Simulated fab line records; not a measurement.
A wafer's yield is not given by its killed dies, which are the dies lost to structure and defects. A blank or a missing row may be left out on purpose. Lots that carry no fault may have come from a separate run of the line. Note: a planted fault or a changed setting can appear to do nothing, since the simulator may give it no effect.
Struck lot and sound lot, side by side || flow sfqLine || 37 out of 325 route steps
Sound: the wafers L558.1, L558.5, L558.6. Wafers struck: L563.1, L563.2, L563.6. The cause is named last.
Per side, at each step with rows, come the tool, then ch with its chambers, and then its first start. Under that, the readings that differ: sound wafers || struck wafers || difference of the means || sigmas: that difference in standard deviations of wafers without a fault.
alike: words and numbers the same on both sides, and readings whose means are apart by under 2 such deviations; not compared: readings that were withheld, readings missing a value for some wafer, numbers with overlapping values and no deviation given by the record, and bounds like >300 which may hide the same value.
The two part at a step that has a row with sigmas, a row that says differs or no value, or rows on one side only. Numbers that don't overlap but have no deviation are shown without sigmas and don't part them. A reading that every wafer of one side lacks parts them only if that side has two wafers or more.

SFQ_R5_THK_MEAS_934: measures by xrf.
  sound on filmMetro-01 at day 57 08:50; struck on filmMetro-01 at day 58 04:50
  alike: R5_MONX_THK
then, 6 steps without rows for these wafers: SFQ_TRILAYER_R5_LITHO_COAT_141 (resist thk 62 nm); SFQ_TRILAYER_R5_LITHO_COAT_136 (resist thk 600 nm); SFQ_TRILAYER_R5_LITHO_SOFTBAKE_140; SFQ_TRILAYER_R5_LITHO_EXPOSE_137 (exposes mask R5, target cd 500 nm); SFQ_TRILAYER_R5_LITHO_PEB_139 (peb time 60 s); SFQ_TRILAYER_R5_LITHO_DEVELOP_138 (time 60 s).
-- the record jumps here: 6 days lie between the struck wafers' starts before and after --
SFQ_R5_OVL_MEAS_935:
  sound on overlay-01 at day 63 00:31; struck on overlay-01 at day 63 17:19
  alike: R5_OVL
SFQ_TRILAYER_R5_BARC_OPEN_METAL_ETCH_177: etches BARC in O2, target depth 125 nm, time 41.7 s.
  sound on rieMetal-03 ch 0, day 63 00:34; struck on rieMetal-03 ch 0,1, day 63 17:22
  alike: biasW, drypumpMotorCurrentA, oesProductAu
  not compared: rfHoursCounterH
then, 1 step without rows for these wafers: SFQ_TRILAYER_R5_ETCH_METAL_ETCH_139 (etches the open film in Cl2, stops on SiO2, target depth 60 nm, time 40 s).
SFQ_TRILAYER_R5_STRIP_STRIP_140: strips in O2.
  sound on rieMetal-03 ch 0, day 63 00:48; struck on rieMetal-03 ch 0,1, day 63 17:29
  alike: drypumpMotorCurrentA, oesProductAu
  not compared: rfHoursCounterH
then, 1 step without rows for these wafers: SFQ_TRILAYER_R5_STRIP_SOLV_CLEAN_141 (cleans in NMP, time 600 s).
SFQ_TRILAYER_A5C_DEP_PECVD_142: deposits SiO2 from SiH4/N2O, time 15.556 s, target thk 70 nm.
  sound on pecvd-04 ch 0,1,2, day 63 02:11; struck on pecvd-04 ch 0,1, day 63 18:15
{"reading": "susceptorTempC (C)", "sound": "149.93 149.87 149.72", "struck": "- - -", "difference": "no value on the struck wafers", "sigmas": ""}
{"reading": "model.SiO2_of_TRILAYER_A5C_DEP_PECVD_142.thkNm (nm)", "sound": "70.38 71.72 70.53", "struck": "55.23 55.05 56.38", "difference": -15.32, "sigmas": ""}
  alike: chamberPressureTorr, heaterPowerW, showerheadVppV, throttleValvePct
then, 6 steps without rows for these wafers: SFQ_TRILAYER_I5_LITHO_COAT_149 (resist thk 62 nm); SFQ_TRILAYER_I5_LITHO_COAT_144 (resist thk 650 nm); SFQ_TRILAYER_I5_LITHO_SOFTBAKE_148; SFQ_TRILAYER_I5_LITHO_EXPOSE_145 (exposes mask I5, target cd 700 nm); SFQ_TRILAYER_I5_LITHO_PEB_147 (peb time 60 s); SFQ_TRILAYER_I5_LITHO_DEVELOP_146 (time 60 s).
-- the record jumps here: 5 days lie between the struck wafers' starts before and after --
SFQ_I5_OVL_MEAS_936:
  sound on overlay-01 at day 68 03:08; struck on overlay-01 at day 68 17:32
  alike: I5_OVL
SFQ_TRILAYER_I5_BARC_OPEN_VIA_ETCH_200: etches BARC in O2, target depth 125 nm, time 41.7 s.
  sound on rieDiel-03 ch 0,2, day 68 03:10; struck on rieDiel-04 ch 0,3, day 68 17:34
  alike: biasW, drypumpMotorCurrentA, oesProductAu
  not compared: rfHoursCounterH
then, 1 step without rows for these wafers: SFQ_TRILAYER_I5_ETCH_VIA_ETCH_147 (etches the open film in CHF3, stops on Nb, target depth 360 nm).
SFQ_TRILAYER_I5_STRIP_STRIP_148: strips in O2.
  sound on rieMetal-01 ch 0,1, day 68 03:28; struck on rieMetal-01 ch 0,1, day 68 17:46
  alike: drypumpMotorCurrentA, oesProductAu
  not compared: rfHoursCounterH
then, 7 steps without rows for these wafers: SFQ_TRILAYER_I5_STRIP_SOLV_CLEAN_149 (cleans in NMP, time 600 s); SFQ_TRILAYER_C5_LITHO_COAT_156 (resist thk 62 nm); SFQ_TRILAYER_C5_LITHO_COAT_151 (resist thk 650 nm); SFQ_TRILAYER_C5_LITHO_SOFTBAKE_155; SFQ_TRILAYER_C5_LITHO_EXPOSE_152 (exposes mask C5, target cd 500 nm); SFQ_TRILAYER_C5_LITHO_PEB_154 (peb time 60 s); SFQ_TRILAYER_C5_LITHO_DEVELOP_153 (time 60 s).
-- the record jumps here: 5 days lie between the struck wafers' starts before and after --
SFQ_C5_OVL_MEAS_937:
  sound on overlay-02 at day 73 03:34; struck on overlay-01 at day 73 13:10
  alike: C5_OVL
SFQ_TRILAYER_C5_BARC_OPEN_VIA_ETCH_210: etches BARC in O2, target depth 125 nm, time 41.7 s.
  sound on rieDiel-01 ch 0,3, day 73 03:36; struck on rieDiel-01 ch 1,3, day 73 13:12
  alike: biasW, drypumpMotorCurrentA, oesProductAu
  not compared: rfHoursCounterH
SFQ_TRILAYER_C5_ETCH_VIA_ETCH_154: etches SiO2 in CHF3, stops on Nb, target depth 84 nm.
  sound on rieDiel-01 ch 0,3, day 73 03:38; struck on rieDiel-01 ch 1,3, day 73 13:14
{"reading": "oesProductAu (a.u.)", "sound": "0.894 0.900 0.887", "struck": "0.777 0.777 0.796", "difference": -0.110, "sigmas": -13}
{"reading": "model.C5.featureDepthNm (nm)", "sound": "70.38 71.72 70.53", "struck": "55.23 55.05 56.38", "difference": -15.32, "sigmas": ""}
{"reading": "model.etch.depthNm (nm)", "sound": "70.38 71.72 70.53", "struck": "55.23 55.05 56.38", "difference": -15.32, "sigmas": ""}
  alike: biasW, drypumpMotorCurrentA
then, 2 steps without rows for these wafers: SFQ_TRILAYER_C5_STRIP_STRIP_155 (strips in O2); SFQ_TRILAYER_C5_STRIP_SOLV_CLEAN_156 (cleans in NMP, time 600 s).
SFQ_TRILAYER_M6_DEP_PRE_CLEAN_158: time 22.5 s.
  sound on pvdSputter-06 at day 73 04:28; struck on pvdSputter-06 at day 73 14:04
{"reading": "model.SiO2_of_TRILAYER_A5C_DEP_PECVD_142.thkNm (nm)", "sound": "62.88 64.22 63.03", "struck": "47.73 47.55 48.88", "difference": -15.32, "sigmas": ""}
then, 1 step without rows for these wafers: SFQ_TRILAYER_M6_DEP_SPUTTER_157 (material Nb, target thk 200 nm, time 133.3 s).

WHERE THEY PART
First at SFQ_TRILAYER_A5C_DEP_PECVD_142; last, within this record, at SFQ_TRILAYER_C5_ETCH_VIA_ETCH_154.

WHY: what the simulator had put in
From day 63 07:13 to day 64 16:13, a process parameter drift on pecvd-04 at SFQ_TRILAYER_A5C_DEP_PECVD_142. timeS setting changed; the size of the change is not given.
